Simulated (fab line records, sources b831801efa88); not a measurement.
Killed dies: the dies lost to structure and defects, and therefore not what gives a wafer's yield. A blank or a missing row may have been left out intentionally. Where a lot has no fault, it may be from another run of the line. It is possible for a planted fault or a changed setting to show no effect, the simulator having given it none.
A lot that was struck, set against a sound lot	flow sky130	15 out of 708 route steps
Sound: the wafers L844.1, L844.3, L844.5. Wafers L845.1, L845.2, L845.6 were the ones struck. At the end, the cause is stated.
At each step with rows: each side's tool, then ch and its chambers, then its first start. Under that, the readings that differ: sound wafers	struck wafers	difference of the means	sigmas: that difference in standard deviations of wafers without a fault.
alike: a reading whose means differ by less than 2 such deviations, as well as words and numbers matching on both sides. not compared: withheld readings; readings where some wafer has no value; bounds like >300 that might hide an equal value; numbers whose values overlap and for which the record gives no deviation.
Wherever a step has rows on one side only, a row that says differs or no value, or a row with sigmas, the two part there. Numbers that don't overlap but have no deviation are shown without sigmas and don't part them. A reading that every wafer of one side lacks parts them only if that side has two wafers or more.

SKY_VT_ADJUST_HVTR_OVL_MEAS_08:
  sound: overlay-01 at day 9 04:49; struck: overlay-01 at day 10 08:28
  alike: VT_ADJUST_HVTR_OVL
following that, these wafers have no rows for 1 step: SKY_VT_ADJUST_HVTR_IMPLANT_09.
SKY_VT_ADJUST_HVTR_STRIP_10: strips in O2/N2.
  sound on plasmaAsher-03 ch 0,1, day 9 05:00; struck on plasmaAsher-01 ch 0,1, day 10 08:39
  alike: drypumpMotorCurrentA, oesProductAu, stripTimeToEndpointS
  not compared: rfHoursCounterH
SKY_VT_ADJUST_HVTR_TW_MEAS_11:
  sound: filmMetro-03 at day 9 05:06; struck: filmMetro-01 at day 10 08:45
reading	sound	struck	difference	sigmas
VT_ADJUST_HVTR_TW	208.4 208.7 208.4	215.6 213.6 214.2	+6.0	+2
then, 7 steps without rows for these wafers: SKY_VT_ADJUST_PCH_DEHYDRATE_00 (time 60 s); SKY_VT_ADJUST_PCH_HMDS_01 (prime time 60 s); SKY_VT_ADJUST_PCH_COAT_02 (resist thk 3000 nm); SKY_VT_ADJUST_PCH_SOFTBAKE_03; SKY_VT_ADJUST_PCH_EXPOSE_04 (exposes mask NWM, target cd 840 nm); SKY_VT_ADJUST_PCH_PEB_05; SKY_VT_ADJUST_PCH_DEVELOP_06 (develop time 60 s).
SKY_VT_ADJUST_PCH_OVL_MEAS_07:
  sound: overlay-02 at day 10 02:59; struck: overlay-01 at day 11 06:17
  alike: VT_ADJUST_PCH_OVL
SKY_VT_ADJUST_PCH_IMPLANT_08:
  sound on implanter-04 ch 0, day 10 03:01; struck on implanter-02, day 11 06:20
  no value came back on the struck wafers for beamEnergyKeV, beamOnS (s); on the sound wafers beamEnergyKeV reads 9.996 10.000 9.998
SKY_VT_ADJUST_PCH_STRIP_09: strips in O2/N2.
  sound on plasmaAsher-01 ch 0,1, day 10 03:10; struck on plasmaAsher-01 ch 0,1, day 11 06:29
  alike: drypumpMotorCurrentA, oesProductAu, stripTimeToEndpointS
  not compared: rfHoursCounterH
SKY_VT_ADJUST_PCH_TW_MEAS_10:
  sound: filmMetro-02 at day 10 03:16; struck: filmMetro-03 at day 11 06:35
reading	sound	struck	difference	sigmas
VT_ADJUST_PCH_TW	143.9 144.7 144.2	29.7 29.6 29.6	-114.6	-76

## WHERE THEY PART
Earliest at SKY_VT_ADJUST_HVTR_TW_MEAS_11; latest, in this record, at SKY_VT_ADJUST_PCH_TW_MEAS_10.

WHY: what had been put in by the simulator
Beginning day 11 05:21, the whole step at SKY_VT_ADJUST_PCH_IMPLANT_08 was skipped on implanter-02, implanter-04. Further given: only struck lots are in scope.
